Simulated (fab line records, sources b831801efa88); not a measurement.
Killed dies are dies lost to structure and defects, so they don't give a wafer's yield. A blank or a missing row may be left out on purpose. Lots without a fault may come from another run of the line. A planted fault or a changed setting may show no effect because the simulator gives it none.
A struck lot beside a sound one | flow sky130 | 15 steps out of a route of 708
Sound: wafers L702.2, L702.4, L702.5. Struck: wafers L721.2, L721.5. (L721.4 of the same lot was not struck and is left out.) The cause comes at the end.
At each step with rows: each side's tool, then ch and its chambers, then its first start. Under that, the readings that differ: sound wafers | struck wafers | difference of the means | sigmas: that difference in standard deviations of wafers without a fault.
alike: readings whose means differ by less than 2 such deviations, and words and numbers that are the same on both sides. not compared: withheld readings, readings that some wafer has no value for, bounds like >300 that may hide the same value, and numbers for which the record gives no deviation and whose values overlap.
The two part at a step that has a row with sigmas, a row that says differs or no value, or rows on one side only. Numbers that don't overlap but have no deviation are shown without sigmas and don't part them. A reading that every wafer of one side lacks parts them only if that side has two wafers or more.

SKY_VIA1_CD_MEAS_12: target cd 150 nm.
  sound on cd_sem-01, day 34 15:28; struck on cd_sem-02, day 40 03:36
  alike: cd_nm
SKY_VIA1_OVL_MEAS_13:
  sound on overlay-02, day 34 15:34; struck on overlay-01, day 40 03:43
  alike: VIA1_OVL
SKY_VIA1_ETCH_14: etches BARC in N2/H2, stops on SiO2, time 45.9 s, target depth 60 nm.
  sound on rie_diel-03 ch 1,2,3, day 34 15:36; struck on rie_diel-02 ch 2,3, day 40 03:44
  alike: chamber_pressure_mTorr, drypump_motor_current_A, oes_product_au, throttle_valve_pct
  not compared: rf_hours_counter_h
SKY_VIA1_ETCH_15: etches SiO2 in C4F8/O2/Ar, stops on TiN, target depth 351 nm, time 54 s.
  sound on rie_diel-03 ch 1,2,3, day 34 15:38; struck on rie_diel-02 ch 2,3, day 40 03:47
  alike: chamber_pressure_mTorr, oes_product_au
  not compared: rf_hours_counter_h
SKY_VIA1_STRIP_16: strips in O2/N2.
  sound on plasma_asher-01 ch 0, day 34 15:41; struck on plasma_asher-03 ch 0,1, day 40 03:49
  alike: chamber_pressure_mTorr, drypump_motor_current_A, oes_product_au, strip_time_to_endpoint_s
  not compared: rf_hours_counter_h
then, 4 steps without rows for these wafers: SKY_VIA1_STRIP_17 (strips in post etch residue remover, time 1200 s); SKY_VIA1_CLEAN_18 (cleans in IPA, time 180 s); SKY_VIA1_CLEAN_19 (cleans in O3/DIW); SKY_VIA1_SPUTTER_20 (material TiN, target thk 20 nm, time 80 s).
SKY_VIA1_CVD_21: deposits W, target thk 270 nm, time 80.902 s.
  sound on cvd_w-02 ch 0,1, day 34 16:20; struck on cvd_w-01 ch 0, day 40 04:29
  alike: heater_power_w
SKY_VIA1_RS_MEAS_22: measures by four-point-probe.
  sound on film_metro-02, day 34 16:28; struck on film_metro-01, day 40 04:35
  alike: VIA1_W_RS
SKY_VIA1_THK_MEAS_23: measures by xrf.
  sound on film_metro-02, day 34 16:34; struck on film_metro-01, day 40 04:42
  alike: VIA1_W_THK
SKY_VIA1_CMP_24: polishes, stops on SiO2, t overpolish 15 s, target thk 0 nm.
  sound on cmp-02 ch 0,2, day 34 16:40; struck on cmp-01 ch 0, day 40 04:45
  reading              | sound                | struck        | difference | sigmas
  motor_current_A (A)  | 13.0 11.5 12.8       | 9.0 9.3       | -3.3       | -3
  overpolish_run_s (s) | 14.990 15.020 14.996 | 17.009 17.000 | +2.002     | +99 or more
  t_overpolish_s (s)   | 15 15 15             | 17.009 17.009 | +2.009     |
  alike: retaining_ring_pressure_frac, time_to_endpoint_s
SKY_METAL2_SPUTTER_00: material Ti, target thk 15 nm, time 10 s.
  sound on pvd_sputter-03, day 34 16:55; struck on pvd_sputter-04, day 40 05:03
  alike: throttle_valve_pct
-- the record jumps here: 10 days lie between the struck wafers' starts before and after (it left off in module METAL2 and takes up again in module PAD_OPEN, whose first step shown is number 708 of the route) --
SKY_PAD_OPEN_PROBE_99:
  sound on prober-02, day 46 10:52; struck on prober-02, day 50 13:31
  alike: defect_limited_yield, killed_at_M0_to_M3, killed_at_M4_up, killed_at_contacts, killed_at_front_end, killed_at_other, killed_dies, killed_open, killed_short, sort_bin_3_pad_short, sort_bin_5_function, sort_bin_6_memory, sort_n_pass, sort_yield_pct

WHERE THEY PART
Only at SKY_VIA1_CMP_24, within this record. Later steps at which nothing parts them and some readings are alike: SKY_METAL2_SPUTTER_00, SKY_PAD_OPEN_PROBE_99.

WHY: what the simulator had put in
Process parameter drift: cmp-01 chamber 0, from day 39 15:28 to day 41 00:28, at SKY_VIA1_CMP_24. Setting t_overpolish_s, moved by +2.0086, from 15. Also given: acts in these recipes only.
